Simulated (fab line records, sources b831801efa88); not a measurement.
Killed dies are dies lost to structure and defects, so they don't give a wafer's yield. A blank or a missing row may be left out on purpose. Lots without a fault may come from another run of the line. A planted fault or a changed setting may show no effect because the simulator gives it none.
fab line records | flow sky130
record lots=7 wafers=21 last_day=50
route steps=708 shown POLY_GATE@233 LDD_N@237 LDD_P@255 PAD_OPEN@708
lots that met no fault: from a run of the same line without faults
start_h: hours from the record's first day to the start of the lot's first wafer shown | wait_h: hours since the lot's step before | " the same as in the row above | L1.1+2: a row that stands for several wafers | - no value, or no start given | * or withheld: withheld | < > ~ a bound
route shown NAME@n: a module of which the file shows steps, and the number in the route of the first | usual: mean/standard deviation of fault-free wafers | same: alike in all rows | chamber/n: place in a boat | sites: the reading at each site | _std_site: their standard deviation | _edge_site: outer sites' mean less inner sites' | radius_mm: how far each site lies from the wafer's centre | mask NAME#n: copy n | behind: the tool/chamber that last shaped the wafer | hold: why the lot was held/for how many hours/how that ended | device: the transistor (n, p or np) that didn't switch | end of line: the same wafers' tests at the end of the route | a step without rows: its recipe alone | killed: dies lost to structure and defects at the first sort, not the wafer's yield | map: a wafer's dies, x killed, . not, _ none there
set.NAME: the setting as run; set.NAME@STEP: as run at that earlier step | model.NAME: the simulator's own value behind a step, which no gauge read
lots at some steps of the route; a table a step, a row a wafer
services: from which hour (start_h, from the record's first day; less than 0 if before it) a tool's chamber was out of use, for how many hours, and why
## steps
# step SKY_POLY_GATE_CLEAN_19
# recipe chemistry=SC1/SC2 mix=1:4:20 temp_c=70 time_s=150 dry=n2_spin
# step SKY_POLY_GATE_OXIDATION_20
# recipe temp_c=850 ambient=O2 stabilise_s=600 purge_s=300 target_thk_a=40 ox_time_s=899
# step SKY_POLY_GATE_THK_MEAS_21
# recipe reads=SiO2_of_POLY_GATE_OXIDATION_20
# usual POLY_GATE_OXIDATION_THK=4.03/0.11
# columns lot.wafer tool chamber start_h wait_h POLY_GATE_OXIDATION_THK[nm]
L656.2 film_metro-02 - 413.66 0.0 3.99
L656.3 " - " " 4.02
L656.4 " - " " 4.07
L657.4 film_metro-03 - 414.99 0.0 4.04
L657.5 " - " " 3.99
L657.6 " - " " 4.11
L660.1 film_metro-03 - 455.81 0.0 4.32
L660.2 " - " " 4.25
L660.4 " - " " 4.19
L662.1 film_metro-03 - 462.57 0.0 4.04
L662.3 " - " " 4.01
L662.5 " - " " 3.94
L663.1 film_metro-02 - 472.93 0.0 4.11
L663.4 " - " " 4.11
L663.5 " - " " 4.07
L664.2 film_metro-04 - 475.89 0.0 4.20
L664.3 " - " " 4.10
L664.4 " - " " 4.09
L674.3 film_metro-04 - 571.18 0.0 4.09
L674.4 " - " " 4.04
L674.6 " - " " 4.04
# step SKY_POLY_GATE_CD_MEAS_22
# usual cd_nm=149.8/2.1
# columns lot.wafer tool chamber start_h wait_h cd_nm
L656.2 cd_sem-01 - 413.77 0.1 147.4
L656.3 " - " " 149.4
L656.4 " - " " 147.7
L657.4 cd_sem-01 - 415.11 0.1 153.0
L657.5 " - " " 151.9
L657.6 " - " " 149.4
L660.1 cd_sem-02 - 455.87 0.1 148.7
L660.2 " - " " 150.2
L660.4 " - " " 151.6
L662.1 cd_sem-01 - 462.63 0.1 148.3
L662.3 " - " " 150.9
L662.5 " - " " 147.7
L663.1 cd_sem-02 - 472.99 0.1 150.6
L663.4 " - " " 150.7
L663.5 " - " " 150.6
L664.2 cd_sem-02 - 475.96 0.1 147.7
L664.3 " - " " 148.9
L664.4 " - " " 154.3
L674.3 cd_sem-01 - 571.27 0.1 149.3
L674.4 " - " " 146.7
L674.6 " - " " 146.7
# step SKY_LDD_N_DEHYDRATE_00
# recipe temp_c=200 time_s=60
# step SKY_LDD_N_HMDS_01
# recipe prime_time_s=60 prime_temp_c=120
# step SKY_LDD_N_COAT_02
# recipe resist=NOVOLAK spin_rpm=3000 resist_thk_nm=300
# step SKY_LDD_N_SOFTBAKE_03
# recipe temp_c=90 time_s=60 resist=NOVOLAK
# step SKY_LDD_N_EXPOSE_04
# recipe mask_id=NTM target_cd_nm=840 na=0.6 source_shape=conventional sigma_outer=0.6 dose_mj=110
# step SKY_LDD_N_PEB_05
# recipe temp_c=withheld time_s=* resist=NOVOLAK
# step SKY_LDD_N_DEVELOP_06
# recipe develop_time_s=60 dev_temp_c=23
# step SKY_LDD_N_OVL_MEAS_07
# usual LDD_N_OVL=1.1/1.4
# columns lot.wafer tool chamber start_h wait_h LDD_N_OVL[nm]
L656.2 overlay-02 - 444.17 0.1 2.0
L656.3 " - " " 1.9
L656.4 " - " " 2.9
L657.4 overlay-02 - 445.66 0.1 -0.2
L657.5 " - " " -0.4
L657.6 " - " " 0.8
L660.1 overlay-02 - 486.04 0.1 2.2
L660.2 " - " " 0.6
L660.4 " - " " -0.1
L662.1 overlay-02 - 492.45 0.1 0.0
L662.3 " - " " 2.8
L662.5 " - " " 1.2
L663.1 overlay-01 - 503.35 0.1 -1.8
L663.4 " - " " -0.7
L663.5 " - " " -1.5
L664.2 overlay-01 - 505.25 0.1 1.2
L664.3 " - " " 1.5
L664.4 " - " " 0.0
L674.3 overlay-01 - 600.81 0.1 2.3
L674.4 " - " " 3.3
L674.6 " - " " 3.1
# step SKY_LDD_N_IMPLANT_08
# recipe species=As energy_kev=20 dose_cm2=7.5e+13 tilt_deg=withheld rotation_deg=23
# columns lot.wafer tool chamber start_h wait_h
L656.2+3+4 implanter-04 0 444.22 0.0
L657.4+5+6 implanter-01 0 445.76 0.1
L660.1+2+4 implanter-01 0 486.07 0.0
L660.1+2+4 implanter-01 0 486.39 0.3
L662.1+3+5 implanter-01 0 492.48 0.0
L663.1+4+5 implanter-04 0 503.38 0.0
L663.1+4+5 implanter-04 0 503.70 0.3
L664.2+3+4 implanter-02 0 505.31 0.0
L664.2+3+4 implanter-02 0 505.62 0.3
L674.3+4+6 implanter-01 0 600.97 0.2
# step SKY_LDD_N_IMPLANT_09
# recipe species=As energy_kev=20 dose_cm2=7.5e+13 tilt_deg=withheld rotation_deg=113
# step SKY_LDD_N_IMPLANT_10
# recipe species=As energy_kev=20 dose_cm2=7.5e+13 tilt_deg=withheld rotation_deg=203
# step SKY_LDD_N_IMPLANT_11
# recipe species=As energy_kev=20 dose_cm2=7.5e+13 tilt_deg=withheld rotation_deg=293
# step SKY_LDD_N_IMPLANT_12
# recipe species=BF2 energy_kev=50 dose_cm2=5e+12 tilt_deg=30 rotation_deg=0
# step SKY_LDD_N_IMPLANT_13
# recipe species=BF2 energy_kev=50 dose_cm2=5e+12 tilt_deg=30 rotation_deg=90
# step SKY_LDD_N_IMPLANT_14
# recipe species=BF2 energy_kev=50 dose_cm2=5e+12 tilt_deg=30 rotation_deg=180
# step SKY_LDD_N_IMPLANT_15
# recipe species=BF2 energy_kev=50 dose_cm2=5e+12 tilt_deg=30 rotation_deg=270
# step SKY_LDD_N_STRIP_16
# recipe chemistry=O2/N2 power_w=1400 pressure_mtorr=1500 platen_temp_c=withheld o2_flow_sccm=3000 n2_flow_sccm=300 overash_fraction=0.5
# usual drypump_motor_current_A=6.0/0.47 o2_flow_sccm=3000/9.5 oes_product_au=0.407/0.0047 strip_time_to_endpoint_s=4.315/0.015
# columns lot.wafer tool chamber start_h wait_h drypump_motor_current_A o2_flow_sccm oes_product_au rf_hours_counter_h strip_time_to_endpoint_s
L656.2 plasma_asher-01 1 445.40 0.1 6.5 2997 0.410 34 4.300
L656.3 " 0 " " 6.4 3001 0.409 - 4.312
L656.4 " 1 " " 6.5 3002 0.405 - 4.316
L657.4 plasma_asher-01 1 446.91 0.1 6.4 3000 0.416 - 4.332
L657.5 " 1 " " 6.5 2987 0.416 - 4.327
L657.6 " 0 " " 6.4 3002 0.400 - 4.319
L660.1 plasma_asher-01 1 487.59 0.1 6.4 3002 0.409 38 4.514
L660.2 " 0 " " 6.4 3010 0.417 38 4.513
L660.4 " 0 " " 6.4 3001 0.397 - 4.511
L662.1 plasma_asher-04 0 493.68 0.1 5.5 2995 0.406 81 4.307
L662.3 " 1 " " 5.6 3006 0.402 - 4.304
L662.5 " 1 " " 5.6 2994 0.403 - 4.303
L663.1 plasma_asher-04 0 505.05 0.3 5.6 3006 0.404 82 4.522
L663.4 " 0 " " 5.6 3014 0.407 - 4.519
L663.5 " 0 " " 5.6 3021 0.409 - 4.543
L664.2 plasma_asher-01 0 506.80 0.1 6.4 2999 0.410 40 4.521
L664.3 " 1 " " 6.5 3012 0.409 - 4.525
L664.4 " 0 " " 6.4 3005 0.408 - 4.531
L674.3 plasma_asher-03 1 602.16 0.1 6.4 2987 0.402 - 4.304
L674.4 " 0 " " 5.4 2976 0.404 - 4.276
L674.6 " 0 " " 5.3 2997 0.398 - 4.320
# step SKY_LDD_N_TW_MEAS_17
# usual LDD_N_TW=2583/27
# columns lot.wafer tool chamber start_h wait_h LDD_N_TW
L656.2 film_metro-02 - 445.51 0.1 2607
L656.3 " - " " 2604
L656.4 " - " " 2607
L657.4 film_metro-02 - 447.01 0.1 2598
L657.5 " - " " 2606
L657.6 " - " " 2604
L660.1 film_metro-02 - 487.69 0.1 2697
L660.2 " - " " 2709
L660.4 " - " " 2697
L662.1 film_metro-02 - 493.78 0.1 2609
L662.3 " - " " 2608
L662.5 " - " " 2599
L663.1 film_metro-03 - 505.25 0.2 2702
L663.4 " - " " 2710
L663.5 " - " " 2699
L664.2 film_metro-03 - 506.91 0.1 2712
L664.3 " - " " 2704
L664.4 " - " " 2696
L674.3 film_metro-02 - 602.24 0.1 2614
L674.4 " - " " 2628
L674.6 " - " " 2612
# step SKY_LDD_P_DEHYDRATE_00
# recipe temp_c=200 time_s=60
# step SKY_PAD_OPEN_PROBE_99
# usual killed_at_M0_to_M3=43/6.6 killed_at_M4_up=3.1/1.9 killed_at_contacts=24/5.2 killed_at_front_end=16/4.5 killed_at_other=0.4/0.62 killed_dies=87/9 killed_open=48/7 killed_short=39/6.2
# same gross_dies=492 killed_at_back_side=0
# columns lot.wafer tool chamber start_h wait_h killed_at_M0_to_M3 killed_at_M4_up killed_at_contacts killed_at_front_end killed_at_other killed_dies killed_open killed_short model.etest.tip_n.rs_ohm_sq model.etest.nfet_01v8_lvt.vt_sat_v model.etest.nfet_01v8.vt_sat_v
L657.4 prober-01 - 1118.96 0.2 43 4 28 27 0 102 62 40 439.4 0.5363 0.6417
L657.5 prober-01 - 1119.01 0.2 44 1 22 17 0 84 41 43 443.1 0.529 0.634
L657.6 prober-01 - 1119.06 0.2 50 3 24 22 0 99 50 49 449.1 0.5149 0.6294
L656.2 prober-02 - 1119.50 0.1 37 2 21 21 0 81 46 35 444.4 0.543 0.6465
L656.3 prober-02 - 1119.55 0.2 51 2 18 11 0 82 40 42 439.7 0.5471 0.6543
L656.4 prober-02 - 1119.60 0.2 39 5 33 10 0 87 59 28 441.2 0.5325 0.6406
L660.1 prober-01 - 1140.95 0.1 38 4 23 10 1 76 36 40 394.8 0.5099 0.6295
L660.2 prober-01 - 1141.00 0.1 47 3 27 19 0 96 64 32 393.8 0.5125 0.6257
L660.4 prober-01 - 1141.10 0.2 42 2 27 18 1 90 47 43 393.1 0.5195 0.629
L662.1 prober-02 - 1146.52 0.1 49 2 22 16 1 90 42 47 442.4 0.5148 0.6244
L662.3 prober-02 - 1146.62 0.2 52 3 28 16 1 100 52 48 442.2 0.5261 0.635
L662.5 prober-02 - 1146.72 0.2 41 2 19 19 0 81 44 37 440.7 0.5154 0.6275
L663.1 prober-01 - 1150.65 0.1 43 2 25 24 0 94 53 41 387.8 0.5201 0.6315
L663.4 prober-01 - 1150.80 0.2 47 7 19 13 0 86 45 41 390.4 0.5059 0.6222
L663.5 prober-01 - 1150.85 0.2 36 4 31 18 0 89 57 32 385.7 0.5203 0.6345
L664.2 prober-02 - 1152.20 0.1 34 4 31 16 1 86 46 39 388.9 0.5136 0.6314
L664.3 prober-02 - 1152.25 0.2 34 4 28 21 2 89 45 43 388.2 0.5101 0.6275
L664.4 prober-02 - 1152.30 0.2 41 4 19 20 3 87 46 40 385.6 0.5276 0.6347
L674.3 prober-02 - 1209.46 0.2 43 5 31 12 1 92 49 43 451.2 0.5501 0.6653
L674.4 prober-02 - 1209.51 0.2 50 4 18 26 2 100 51 49 447.5 0.5454 0.6661
L674.6 prober-02 - 1209.61 0.2 50 4 18 14 0 86 49 37 449.1 0.5582 0.6712
# killed by level:class
L657.4 CONTACT:geometric_particle:open=14 POLY_GATE:geometric_particle:open=11 VIA1:geometric_particle:open=10 POLY_GATE:geometric_particle:short=8 VIA1:geometric_particle:short=8 LI_CONTACT:geometric_particle:open=6 VIA2:geometric_particle:open=5 FIELD_ISO:geometric_particle:open=4
L657.5 VIA1:geometric_particle:open=9 VIA2:geometric_particle:open=9 LI_CONTACT:geometric_particle:open=7 FIELD_ISO:geometric_particle:open=5 POLY_GATE:geometric_particle:short=5 LI_CONTACT:geometric_particle:short=5 VIA3:geometric_particle:short=5 VIA1:geometric_particle:short=4
L657.6 METAL1:geometric_particle:short=12 VIA1:geometric_particle:open=10 LI_CONTACT:geometric_particle:open=8 FIELD_ISO:geometric_particle:open=7 CONTACT:geometric_particle:open=7 VIA2:geometric_particle:open=7 POLY_GATE:geometric_particle:short=6 FIELD_ISO:geometric_particle:short=4
L656.2 VIA1:geometric_particle:open=7 CONTACT:geometric_particle:open=7 VIA2:geometric_particle:open=6 VIA3:geometric_particle:open=6 FIELD_ISO:geometric_particle:open=5 LI_CONTACT:geometric_particle:open=5 LOCAL_INTERCONNECT:geometric_particle:short=4 METAL1:geometric_particle:short=4
L656.3 VIA2:geometric_particle:open=9 LI_CONTACT:geometric_particle:open=8 VIA1:geometric_particle:open=6 VIA2:geometric_particle:short=6 VIA1:geometric_particle:short=5 VIA3:geometric_particle:short=5 VIA3:geometric_particle:open=5 METAL2:geometric_particle:short=5
L656.4 CONTACT:geometric_particle:open=13 LI_CONTACT:geometric_particle:open=11 VIA1:geometric_particle:open=10 VIA2:geometric_particle:open=8 VIA3:geometric_particle:open=6 CONTACT:geometric_particle:short=4 METAL1:geometric_particle:short=4 FIELD_ISO:geometric_particle:short=3
L660.1 VIA1:geometric_particle:open=10 METAL1:geometric_particle:short=9 LOCAL_INTERCONNECT:geometric_particle:short=7 CONTACT:geometric_particle:open=7 LI_CONTACT:geometric_particle:open=4 VIA3:geometric_particle:open=4 FIELD_ISO:geometric_particle:short=3 CONTACT:geometric_particle:short=3
L660.2 VIA3:geometric_particle:open=11 LI_CONTACT:geometric_particle:open=9 CONTACT:geometric_particle:open=8 VIA1:geometric_particle:open=8 VIA2:geometric_particle:open=7 METAL2:geometric_particle:short=6 FIELD_ISO:geometric_particle:open=5 POLY_GATE:geometric_particle:open=5
L660.4 CONTACT:geometric_particle:open=16 VIA1:geometric_particle:open=11 METAL2:geometric_particle:short=7 METAL1:geometric_particle:short=7 FIELD_ISO:geometric_particle:short=6 LI_CONTACT:geometric_particle:open=5 FIELD_ISO:geometric_particle:open=4 POLY_GATE:geometric_particle:open=4
L662.1 VIA2:geometric_particle:open=11 CONTACT:geometric_particle:open=10 VIA1:geometric_particle:short=8 VIA1:geometric_particle:open=7 FIELD_ISO:geometric_particle:short=6 VIA2:geometric_particle:short=5 CONTACT:geometric_particle:short=5 POLY_GATE:geometric_particle:short=5
L662.3 VIA3:geometric_particle:open=11 CONTACT:geometric_particle:open=10 LI_CONTACT:geometric_particle:open=9 VIA1:geometric_particle:short=8 METAL2:geometric_particle:short=8 VIA2:geometric_particle:open=7 VIA1:geometric_particle:open=6 FIELD_ISO:geometric_particle:short=5
L662.5 CONTACT:geometric_particle:open=11 VIA3:geometric_particle:open=10 VIA1:geometric_particle:short=9 POLY_GATE:geometric_particle:short=7 VIA2:geometric_particle:open=7 FIELD_ISO:geometric_particle:short=6 VIA1:geometric_particle:open=6 METAL3:geometric_particle:short=4
L663.1 CONTACT:geometric_particle:open=12 VIA1:geometric_particle:open=10 POLY_GATE:geometric_particle:open=9 CONTACT:geometric_particle:short=6 VIA2:geometric_particle:open=6 VIA2:geometric_particle:short=5 VIA3:geometric_particle:open=5 METAL2:geometric_particle:short=5
L663.4 VIA1:geometric_particle:open=12 CONTACT:geometric_particle:open=8 VIA1:geometric_particle:short=6 LI_CONTACT:geometric_particle:open=5 VIA3:geometric_particle:open=5 VIA3:geometric_particle:short=5 FIELD_ISO:geometric_particle:short=4 METAL4:geometric_particle:short=4
L663.5 CONTACT:geometric_particle:open=13 VIA2:geometric_particle:open=12 LI_CONTACT:geometric_particle:open=8 FIELD_ISO:geometric_particle:open=6 VIA3:geometric_particle:open=5 METAL1:geometric_particle:short=5 POLY_GATE:geometric_particle:open=4 CONTACT:geometric_particle:short=4
L664.2 CONTACT:geometric_particle:open=10 VIA1:geometric_particle:open=9 LOCAL_INTERCONNECT:geometric_particle:short=7 VIA2:geometric_particle:open=7 METAL1:geometric_particle:short=6 POLY_GATE:geometric_particle:short=5 LI_CONTACT:geometric_particle:open=5 CONTACT:geometric_particle:short=5
L664.3 CONTACT:geometric_particle:open=10 VIA3:geometric_particle:open=7 FIELD_ISO:geometric_particle:open=6 FIELD_ISO:geometric_particle:short=6 LI_CONTACT:geometric_particle:open=5 CONTACT:geometric_particle:short=5 VIA1:geometric_particle:open=5 LOCAL_INTERCONNECT:geometric_particle:short=4
L664.4 VIA3:geometric_particle:open=12 CONTACT:geometric_particle:open=7 VIA2:geometric_particle:open=7 FIELD_ISO:geometric_particle:open=6 LI_CONTACT:geometric_particle:short=5 VIA2:geometric_particle:short=5 POLY_GATE:geometric_particle:short=4 METAL1:geometric_particle:short=4
L674.3 VIA1:geometric_particle:open=10 CONTACT:geometric_particle:open=9 LI_CONTACT:geometric_particle:open=8 VIA3:geometric_particle:open=7 METAL1:geometric_particle:short=6 LOCAL_INTERCONNECT:geometric_particle:short=5 CONTACT:geometric_particle:short=5 POLY_GATE:geometric_particle:open=4
L674.4 VIA1:geometric_particle:open=10 FIELD_ISO:geometric_particle:open=8 LI_CONTACT:geometric_particle:open=8 VIA3:geometric_particle:short=7 FIELD_ISO:geometric_particle:short=6 CONTACT:geometric_particle:open=6 METAL1:geometric_particle:short=6 VIA1:geometric_particle:short=6
L674.6 VIA1:geometric_particle:open=11 LI_CONTACT:geometric_particle:open=7 VIA2:geometric_particle:open=7 POLY_GATE:geometric_particle:open=6 CONTACT:geometric_particle:open=6 METAL1:geometric_particle:short=6 VIA2:geometric_particle:short=6 VIA3:geometric_particle:short=4
## services
# columns tool chamber start_h hours kind
implanter-01 - 494.59 4.0 repair
plasma_asher-01 - 499.69 2.2 repair
implanter-04 - 500.56 2.7 repair
plasma_asher-04 - 508.81 2.3 repair
implanter-02 - 542.53 23.8 pm
implanter-01 - 567.56 5.9 pm
plasma_asher-01 - 568.57 0.5 repair
plasma_asher-04 - 585.79 2.8 pm
implanter-02 - 597.97 15.9 repair
## key
first_sign step=SKY_LDD_N_IMPLANT_08 reading=visit direction=added
effect step=SKY_LDD_N_STRIP_16 reading=strip_time_to_endpoint_s direction=up sigmas=13 usual=* struck=*
effect step=SKY_LDD_N_TW_MEAS_17 reading=LDD_N_TW direction=up sigmas=4.5 usual=2583 struck=2703
model_effect step=SKY_PAD_OPEN_PROBE_99 value=etest.tip_n.rs_ohm_sq without=444.8 struck=389.8
met_at SKY_LDD_N_IMPLANT_08
struck_wafers L660.1,L660.2,L660.4,L663.1,L663.4,L663.5,L664.2,L664.3,L664.4
tester_left_out L660,L663,L664
fault kind=repeated_step_whole tool=implanter-01,implanter-02,implanter-04 chamber=- onset_h=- steps=SKY_LDD_N_IMPLANT_08 times=1 scope=struck_lots_only
# tester_left_out: of these lots the tester's yield and bins aren't shown, on N5 and GAA mostly nor the transistor test; their killed dies are dies lost to structure and defects alone, not to doping, threshold or leakage, so they don't give the yield
